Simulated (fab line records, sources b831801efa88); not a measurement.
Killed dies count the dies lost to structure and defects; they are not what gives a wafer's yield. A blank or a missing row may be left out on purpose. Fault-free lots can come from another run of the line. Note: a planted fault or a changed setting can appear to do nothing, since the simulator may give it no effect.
The tool behind it: which one? + flow sky130 + 42 wafers from 14 lots sampled at 4 of the route's 708 steps

## WHAT THE GAUGES SHOWED, per wafer
SKY_FIELD_ISO_CD_MEAS_13: target cd 150 nm.
| lot  | measured    | on        | cd nm (nm)        |
|------|-------------|-----------|-------------------|
| L415 | day 2 05:05 | cd sem-01 | 149.9 149.9 150.4 |
| L417 | day 2 15:31 | cd sem-02 | 152.8 152.6 152.8 |
| L418 | day 2 23:27 | cd sem-01 | 149.7 148.4 147.7 |
| L419 | day 3 03:04 | cd sem-01 | 150.6 150.5 150.2 |
| L423 | day 4 02:11 | cd sem-02 | 149.1 147.9 148.1 |
| L424 | day 4 08:44 | cd sem-02 | 150.6 150.5 149.7 |
| L425 | day 4 08:54 | cd sem-02 | 149.4 149.1 151.1 |
| L430 | day 5 12:53 | cd sem-02 | 150.6 152.5 150.5 |
| L431 | day 5 19:04 | cd sem-01 | 150.6 151.3 150.7 |
| L434 | day 6 10:16 | cd sem-02 | 149.9 149.7 148.6 |
| L435 | day 6 13:17 | cd sem-01 | 147.6 147.1 149.1 |
| L436 | day 6 17:14 | cd sem-02 | 149.0 149.6 149.5 |
| L437 | day 6 21:56 | cd sem-02 | 149.7 149.6 150.5 |
| L438 | day 7 08:46 | cd sem-02 | 151.8 152.5 152.0 |

SKY_NWELL_RS_MEAS_29: a four-point-probe measurement.
| lot  | measured     | on            | NWELL_RS (ohm/sq) |
|------|--------------|---------------|-------------------|
| L415 | day 5 07:07  | film metro-01 | 623.2 625.3 622.9 |
| L417 | day 5 20:37  | film metro-01 | 624.5 624.9 626.0 |
| L418 | day 6 08:41  | film metro-02 | 624.7 626.2 627.7 |
| L419 | day 6 20:07  | film metro-04 | 625.3 625.6 626.3 |
| L423 | day 7 08:23  | film metro-04 | 623.4 623.3 622.8 |
| L424 | day 7 22:56  | film metro-02 | 626.2 628.1 626.5 |
| L425 | day 7 20:31  | film metro-04 | 622.4 625.5 624.6 |
| L434 | day 10 04:55 | film metro-04 | 621.1 619.7 621.0 |
| L435 | day 10 08:17 | film metro-04 | 622.2 623.3 623.2 |
| L436 | day 10 12:16 | film metro-01 | 622.9 622.5 621.8 |
| L437 | day 10 18:53 | film metro-04 | 623.0 623.0 621.8 |
| L438 | day 11 06:44 | film metro-01 | 626.4 628.1 626.7 |

## EACH LOT AND THE TOOL THAT RAN IT (in order: tool; ch and the chambers of the sampled wafers; start)
| lot  | SKY_FIELD_ISO_ETCH_17           | SKY_FIELD_ISO_ANNEAL_26      |
|------|---------------------------------|------------------------------|
| L415 | rie si-02 ch 0,3, day 2 05:22   | furnace-02 ch 0, day 2 09:06 |
| L417 | rie si-02 ch 1,2,3, day 2 15:50 | furnace-02 ch 0, day 2 20:37 |
| L418 | rie si-01 ch 0,1,2, day 2 23:43 | furnace-02 ch 0, day 3 02:46 |
| L419 | rie si-01 ch 2,3, day 3 03:22   | furnace-01 ch 0, day 3 14:52 |
| L423 | rie si-01 ch 1,3, day 4 02:31   | furnace-02 ch 0, day 4 04:13 |
| L424 | rie si-01 ch 0,3, day 4 09:04   | furnace-02 ch 0, day 4 12:20 |
| L425 | rie si-02 ch 1,2,3, day 4 09:11 | furnace-02 ch 0, day 4 12:20 |
| L430 | rie si-01 ch 0,2,3, day 5 13:13 | furnace-01, day 5 15:05      |
| L431 | rie si-01 ch 2,3, day 5 19:22   | furnace-01, day 5 21:04      |
| L434 | rie si-02 ch 0,2,3, day 6 10:35 | furnace-01 ch 0, day 6 13:22 |
| L435 | rie si-01 ch 0,1, day 6 13:35   | furnace-02 ch 0, day 6 15:23 |
| L436 | rie si-02 ch 0,1,2, day 6 17:34 | furnace-01 ch 0, day 6 19:45 |
| L437 | rie si-01 ch 1,3, day 6 22:16   | furnace-02 ch 0, day 7 01:30 |
| L438 | rie si-01 ch 0,2,3, day 7 09:05 | furnace-02 ch 0, day 7 10:47 |
- SKY_FIELD_ISO_ETCH_17: etches Si in HBr/Cl2/O2, target depth 342 nm, time 97.7 s.
- SKY_FIELD_ISO_ANNEAL_26: time 1800 s.

## WHAT THE TOOLS THEMSELVES READ (means of the sampled wafers that have a number; where no wafer has one, the mark that the record gives instead)
SKY_FIELD_ISO_ETCH_17.
| lot  | tool      | O2_flow_sccm (sccm) | drypump motor current A (A) | oes product au (a.u.) | throttle valve pct (%) |
|------|-----------|---------------------|-----------------------------|-----------------------|------------------------|
| L415 | rie si-02 | 5.991               | 5.3                         | 0.980                 | 25.678                 |
| L417 | rie si-02 | 6.006               | 5.9                         | 0.989                 | 25.662                 |
| L418 | rie si-01 | 5.996               | 5.4                         | 1.008                 | 25.648                 |
| L419 | rie si-01 | 6.014               | 5.7                         | 1.021                 | 25.647                 |
| L423 | rie si-01 | 5.994               | 5.8                         | 1.013                 | 25.646                 |
| L424 | rie si-01 | 6.002               | 5.6                         | 1.011                 | 25.659                 |
| L425 | rie si-02 | 6.004               | 5.9                         | 0.975                 | 25.675                 |
| L430 | rie si-01 | 6.005               | 5.5                         | 1.007                 | 25.651                 |
| L431 | rie si-01 | 5.991               | 5.7                         | 1.022                 | 25.641                 |
| L434 | rie si-02 | 6.016               | 5.6                         | 0.990                 | 25.660                 |
| L435 | rie si-01 | 6.000               | 5.5                         | 1.007                 | 25.653                 |
| L436 | rie si-02 | 6.002               | 6.0                         | 0.994                 | 25.662                 |
| L437 | rie si-01 | 5.994               | 5.8                         | 1.017                 | 25.644                 |
| L438 | rie si-01 | 5.991               | 5.5                         | 1.006                 | 25.649                 |

SKY_FIELD_ISO_ANNEAL_26.
| lot  | tool       | spike tc bottom C (C) | spike tc centre C (C) | zone power bottom pct (%) | zone power top pct (%) |
|------|------------|-----------------------|-----------------------|---------------------------|------------------------|
| L415 | furnace-02 | 1018.1                | 1001.1                | 30.8                      | 51                     |
| L417 | furnace-02 | 1019.2                | 1000.9                | 30.6                      | 50                     |
| L418 | furnace-02 | 1018.3                | 1001.9                | 30.6                      | 51                     |
| L419 | furnace-01 | 1019.3                | 1000.4                | 32.4                      | 35                     |
| L423 | furnace-02 | 1018.2                | 1002.0                | 30.8                      | 50                     |
| L424 | furnace-02 | 1018.0                | 1000.7                | 30.6                      | 50                     |
| L425 | furnace-02 | 1017.6                | 1000.8                | 30.9                      | 50                     |
| L430 | furnace-01 | -                     | -                     | -                         | -                      |
| L431 | furnace-01 | -                     | -                     | -                         | -                      |
| L434 | furnace-01 | 1019.5                | 999.1                 | 32.7                      | 35                     |
| L435 | furnace-02 | 1018.6                | 1000.9                | 30.7                      | 51                     |
| L436 | furnace-01 | 1018.6                | 1000.3                | 32.9                      | 35                     |
| L437 | furnace-02 | 1019.5                | 1002.0                | 30.7                      | 51                     |
| L438 | furnace-02 | 1018.5                | 1001.3                | 30.8                      | 50                     |

## THE ANSWER, worked out from the rows above alone
Rule: usual is defined by the lots themselves. The widest of any qualifying gaps counts: lots, ordered by their means at a reading, are off when they make up no more than a third of the lots, leave a main group of 4 or more, and stand apart from it by 3 or more times the standard deviation of that group's means. The tables above print the reading to a certain number of digits; a main group whose means all agree to those digits is not used. A lot without any number at a reading at which 4 lots or more have one is off too. All remaining lots with rows at the step are treated as sound. First the gauges in route order, then the tools' own readings, where a lot's mean is used as printed above. At the first step where some lot is off, the reading lying furthest off is the one used; lots without a number count as furthest.
Off at SKY_FIELD_ISO_ANNEAL_26 (spike tc bottom C): L430, L431. Without a number there: L430, L431. For the main group the mean is 1018.6 C and the standard deviation 0.6.
A tool fits if, at that step or a process step before it, it ran every lot that is off, and no sound lot after the first of them. Of those tried, none fits.

## WHAT WAS PUT IN BY THE SIMULATOR
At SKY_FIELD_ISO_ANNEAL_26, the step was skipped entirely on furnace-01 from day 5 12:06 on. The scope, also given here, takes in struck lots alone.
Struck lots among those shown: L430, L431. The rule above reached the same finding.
